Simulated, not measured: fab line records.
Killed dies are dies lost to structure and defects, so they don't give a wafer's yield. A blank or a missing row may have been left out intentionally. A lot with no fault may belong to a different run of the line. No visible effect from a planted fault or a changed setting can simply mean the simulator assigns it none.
fab line records + flow sky130
record
- lots=14
- wafers=42
- last_day=50
route steps=708 shown SD_N@356 SD_P@359
lots untouched by any fault: they come from a run of this same line in which no faults occurred
start_h: hours from the record's first day to the start of the lot's first wafer shown + wait_h: how many hours have passed since the lot's step before this one + " identical to the entry in the row above + L1.1+2: a single row standing in for several wafers + - value missing, or start not given + * or withheld: withheld + < > ~ a bound
route shown NAME@n: names a module that has steps shown in the file, with the first one's number in the route + usual: average and standard deviation across the fault-free wafers + same: alike in all rows + chamber/n: place in a boat + sites: per-site readings + _std_site: standard deviation across them + _edge_site: outer sites' mean less inner sites' + radius_mm: for every site, how far away it sits from the centre of the wafer + mask NAME#n: copy n + behind: tool/chamber where the wafer was last shaped + hold: the reason the lot was held/the length of the hold in hours/how it ended + device: the transistor (n, p or np) that didn't switch + end of line: the same wafers' tests at the end of the route + step lacking rows: just its recipe + killed: not the wafer's yield, but the dies lost to structure and defects at the first sort + map: shows each die of a wafer: x if killed, . if not, _ if none is there
set.NAME: the setting the step ran with; set.NAME@STEP: the setting that earlier step ran with + model.NAME: the simulator's own value behind a step, which no gauge read
route steps across a sampled set of lots; one table per step, one row per wafer
## steps
# step SKY_SD_N_RTA_14
# recipe
- temp_c=1075
- time_s=2
- idle_temp_c=650
- ramp_up_c_per_s=150
- ramp_down_c_per_s=90
- ambient=N2
# usual
- lamp_power_pct=15.74/0.051
- wafer_temp_C_max=1077.9/1.1
| lot.wafer | tool          | chamber | start_h | wait_h | lamp_power_pct | wafer_temp_C_max |
|-----------|---------------|---------|---------|--------|----------------|------------------|
| L737.1    | rtp_anneal-02 | 0       | 650.11  | 0.0    | 15.65          | 1081.1           |
| L737.3    | "             | 0       | "       | "      | 15.80          | 1076.4           |
| L737.6    | "             | 0       | "       | "      | 15.72          | 1077.4           |
| L739.1    | rtp_anneal-02 | 0       | 666.75  | 0.0    | 15.73          | 1076.1           |
| L739.2    | "             | 0       | "       | "      | 15.67          | 1077.3           |
| L739.3    | "             | 0       | "       | "      | 15.83          | 1078.7           |
| L740.2    | rtp_anneal-01 | 0       | 675.46  | 0.0    | 15.76          | 1077.1           |
| L740.3    | "             | 0       | "       | "      | 15.76          | 1077.2           |
| L740.6    | "             | 0       | "       | "      | 15.75          | 1079.2           |
| L741.3    | rtp_anneal-02 | 0       | 678.76  | 0.0    | 15.72          | 1078.2           |
| L741.4    | "             | 0       | "       | "      | 15.77          | 1078.5           |
| L741.6    | "             | 0       | "       | "      | 15.59          | 1078.3           |
| L743.3    | rtp_anneal-02 | 0       | 692.18  | 0.0    | 15.74          | 1077.9           |
| L743.4    | "             | 0       | "       | "      | 15.70          | 1079.3           |
| L743.5    | "             | 0       | "       | "      | 15.81          | 1080.2           |
| L744.3    | rtp_anneal-01 | 0       | 721.32  | 0.0    | 15.67          | 1078.1           |
| L744.5    | "             | 0       | "       | "      | 15.83          | 1077.3           |
| L744.6    | "             | 0       | "       | "      | 15.77          | 1079.6           |
| L745.2    | rtp_anneal-02 | 0       | 723.82  | 0.0    | 15.76          | 1079.3           |
| L745.5    | "             | 0       | "       | "      | 15.75          | 1076.7           |
| L745.6    | "             | 0       | "       | "      | 15.74          | 1078.5           |
| L746.3    | rtp_anneal-01 | 0       | 725.27  | 0.0    | 15.74          | 1076.9           |
| L746.4    | "             | 0       | "       | "      | 15.76          | 1078.5           |
| L746.6    | "             | 0       | "       | "      | 15.76          | 1077.0           |
| L748.3    | rtp_anneal-02 | 0       | 732.92  | 0.0    | 15.74          | 1077.6           |
| L748.4    | "             | 0       | "       | "      | 15.73          | 1076.4           |
| L748.5    | "             | 0       | "       | "      | 15.76          | 1077.9           |
| L747.3    | rtp_anneal-01 | 0       | 737.92  | 0.0    | 15.68          | 1078.6           |
| L747.5    | "             | 0       | "       | "      | 15.74          | 1077.5           |
| L747.6    | "             | 0       | "       | "      | 15.66          | 1076.4           |
| L749.4    | rtp_anneal-02 | 0       | 741.73  | 0.0    | 15.79          | 1080.5           |
| L749.5    | "             | 0       | "       | "      | 15.74          | 1077.0           |
| L749.6    | "             | 0       | "       | "      | 15.73          | 1076.9           |
| L757.1    | rtp_anneal-02 | 0       | 801.06  | 0.0    | 15.72          | 1084.6           |
| L757.2    | "             | 0       | "       | "      | 15.75          | 1084.0           |
| L757.5    | "             | 0       | "       | "      | 15.72          | 1082.9           |
| L759.2    | rtp_anneal-02 | 0       | 825.86  | 0.0    | 15.74          | 1084.9           |
| L759.3    | "             | 0       | "       | "      | 15.80          | 1085.2           |
| L759.5    | "             | 0       | "       | "      | 15.73          | 1084.0           |
| L760.1    | rtp_anneal-01 | 0       | 829.96  | 0.0    | 15.73          | 1077.5           |
| L760.2    | "             | 0       | "       | "      | 15.71          | 1078.6           |
| L760.3    | "             | 0       | "       | "      | 15.63          | 1076.2           |
# step SKY_SD_N_RS_MEAS_16
# recipe
- thk_meas_gauge=four-point-probe
# usual
- SD_N_RS=68.67/0.17
| lot.wafer | tool          | chamber | start_h | wait_h | SD_N_RS[ohm/sq] |
|-----------|---------------|---------|---------|--------|-----------------|
| L737.1    | film_metro-01 | -       | 650.28  | 0.1    | 68.51           |
| L737.3    | "             | -       | "       | "      | 68.62           |
| L737.6    | "             | -       | "       | "      | 68.69           |
| L739.1    | film_metro-02 | -       | 666.93  | 0.1    | 68.42           |
| L739.2    | "             | -       | "       | "      | 68.51           |
| L739.3    | "             | -       | "       | "      | 68.43           |
| L740.2    | film_metro-03 | -       | 675.65  | 0.1    | 68.85           |
| L740.3    | "             | -       | "       | "      | 68.80           |
| L740.6    | "             | -       | "       | "      | 68.88           |
| L741.3    | film_metro-03 | -       | 678.96  | 0.1    | 69.06           |
| L741.4    | "             | -       | "       | "      | 68.73           |
| L741.6    | "             | -       | "       | "      | 68.72           |
| L743.3    | film_metro-01 | -       | 692.37  | 0.1    | 68.55           |
| L743.4    | "             | -       | "       | "      | 68.61           |
| L743.5    | "             | -       | "       | "      | 68.51           |
| L744.3    | film_metro-03 | -       | 721.52  | 0.1    | 68.81           |
| L744.5    | "             | -       | "       | "      | 68.84           |
| L744.6    | "             | -       | "       | "      | 68.91           |
| L745.2    | film_metro-03 | -       | 724.05  | 0.1    | 68.78           |
| L745.5    | "             | -       | "       | "      | 68.80           |
| L745.6    | "             | -       | "       | "      | 68.77           |
| L746.3    | film_metro-03 | -       | 725.47  | 0.1    | 68.70           |
| L746.4    | "             | -       | "       | "      | 68.89           |
| L746.6    | "             | -       | "       | "      | 68.81           |
| L748.3    | film_metro-03 | -       | 733.11  | 0.1    | 69.01           |
| L748.4    | "             | -       | "       | "      | 68.79           |
| L748.5    | "             | -       | "       | "      | 68.83           |
| L747.3    | film_metro-02 | -       | 738.12  | 0.1    | 68.51           |
| L747.5    | "             | -       | "       | "      | 68.67           |
| L747.6    | "             | -       | "       | "      | 68.66           |
| L749.4    | film_metro-01 | -       | 741.94  | 0.1    | 68.52           |
| L749.5    | "             | -       | "       | "      | 68.38           |
| L749.6    | "             | -       | "       | "      | 68.62           |
| L757.1    | film_metro-01 | -       | 801.23  | 0.1    | 67.38           |
| L757.2    | "             | -       | "       | "      | 67.60           |
| L757.5    | "             | -       | "       | "      | 67.53           |
| L759.2    | film_metro-03 | -       | 826.05  | 0.1    | 67.64           |
| L759.3    | "             | -       | "       | "      | 67.69           |
| L759.5    | "             | -       | "       | "      | 67.72           |
| L760.1    | film_metro-02 | -       | 830.13  | 0.1    | 68.64           |
| L760.2    | "             | -       | "       | "      | 68.46           |
| L760.3    | "             | -       | "       | "      | 68.53           |
# step SKY_SD_N_RS_MEAS_17
# recipe
- thk_meas_gauge=four-point-probe
# usual
- SD_P_RS=147.3/0.48
| lot.wafer | tool          | chamber | start_h | wait_h | SD_P_RS[ohm/sq] |
|-----------|---------------|---------|---------|--------|-----------------|
| L737.1    | film_metro-01 | -       | 650.40  | 0.1    | 147.6           |
| L737.3    | "             | -       | "       | "      | 147.2           |
| L737.6    | "             | -       | "       | "      | 147.7           |
| L739.1    | film_metro-02 | -       | 667.05  | 0.1    | 146.6           |
| L739.2    | "             | -       | "       | "      | 147.0           |
| L739.3    | "             | -       | "       | "      | 146.9           |
| L740.2    | film_metro-03 | -       | 675.77  | 0.1    | 147.6           |
| L740.3    | "             | -       | "       | "      | 147.9           |
| L740.6    | "             | -       | "       | "      | 147.7           |
| L741.3    | film_metro-03 | -       | 679.08  | 0.1    | 148.1           |
| L741.4    | "             | -       | "       | "      | 148.2           |
| L741.6    | "             | -       | "       | "      | 147.6           |
| L743.3    | film_metro-01 | -       | 692.49  | 0.1    | 147.4           |
| L743.4    | "             | -       | "       | "      | 146.9           |
| L743.5    | "             | -       | "       | "      | 146.7           |
| L744.3    | film_metro-03 | -       | 721.64  | 0.1    | 147.9           |
| L744.5    | "             | -       | "       | "      | 147.3           |
| L744.6    | "             | -       | "       | "      | 147.8           |
| L745.2    | film_metro-03 | -       | 724.17  | 0.1    | 147.3           |
| L745.5    | "             | -       | "       | "      | 147.4           |
| L745.6    | "             | -       | "       | "      | 147.8           |
| L746.3    | film_metro-03 | -       | 725.59  | 0.1    | 147.4           |
| L746.4    | "             | -       | "       | "      | 147.7           |
| L746.6    | "             | -       | "       | "      | 147.9           |
| L748.3    | film_metro-03 | -       | 733.23  | 0.1    | 148.3           |
| L748.4    | "             | -       | "       | "      | 147.7           |
| L748.5    | "             | -       | "       | "      | 148.0           |
| L747.3    | film_metro-02 | -       | 738.24  | 0.1    | 146.8           |
| L747.5    | "             | -       | "       | "      | 147.1           |
| L747.6    | "             | -       | "       | "      | 146.7           |
| L749.4    | film_metro-01 | -       | 742.06  | 0.1    | 146.7           |
| L749.5    | "             | -       | "       | "      | 146.7           |
| L749.6    | "             | -       | "       | "      | 147.1           |
| L757.1    | film_metro-01 | -       | 801.35  | 0.1    | 141.4           |
| L757.2    | "             | -       | "       | "      | 141.7           |
| L757.5    | "             | -       | "       | "      | 141.3           |
| L759.2    | film_metro-03 | -       | 826.17  | 0.1    | 142.2           |
| L759.3    | "             | -       | "       | "      | 142.4           |
| L759.5    | "             | -       | "       | "      | 142.2           |
| L760.1    | film_metro-02 | -       | 830.25  | 0.1    | 147.5           |
| L760.2    | "             | -       | "       | "      | 146.9           |
| L760.3    | "             | -       | "       | "      | 147.0           |
## key
first_sign
- step=SKY_SD_N_RTA_14
- reading=wafer_temp_C_max
- direction=up
- sigmas=5.5
- usual=*
- struck=*
effect
- step=SKY_SD_N_RS_MEAS_16
- reading=SD_N_RS
- direction=down
- sigmas=6.5
- usual=68.67
- struck=67.59
effect
- step=SKY_SD_N_RS_MEAS_17
- reading=SD_P_RS
- direction=down
- sigmas=11
- usual=147.3
- struck=141.9
met_at SKY_SD_N_RTA_14
struck_lots L757,L759
tester_left_out L757,L759
onset_between 741.73 801.06
fault
- kind=process_parameter_drift
- tool=rtp_anneal-02
- chamber=-
- onset_h=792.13
- steps=SKY_SD_N_RTA_14
- channel=temp_c
- offset=*
- shape=step
- end_h=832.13
- acts_in=*
- stated=*
# tester_left_out: of these lots the tester's yield and bins aren't shown, on N5 and GAA mostly nor the transistor test; their killed dies are dies lost to structure and defects alone, not to doping, threshold or leakage, so they don't give the yield
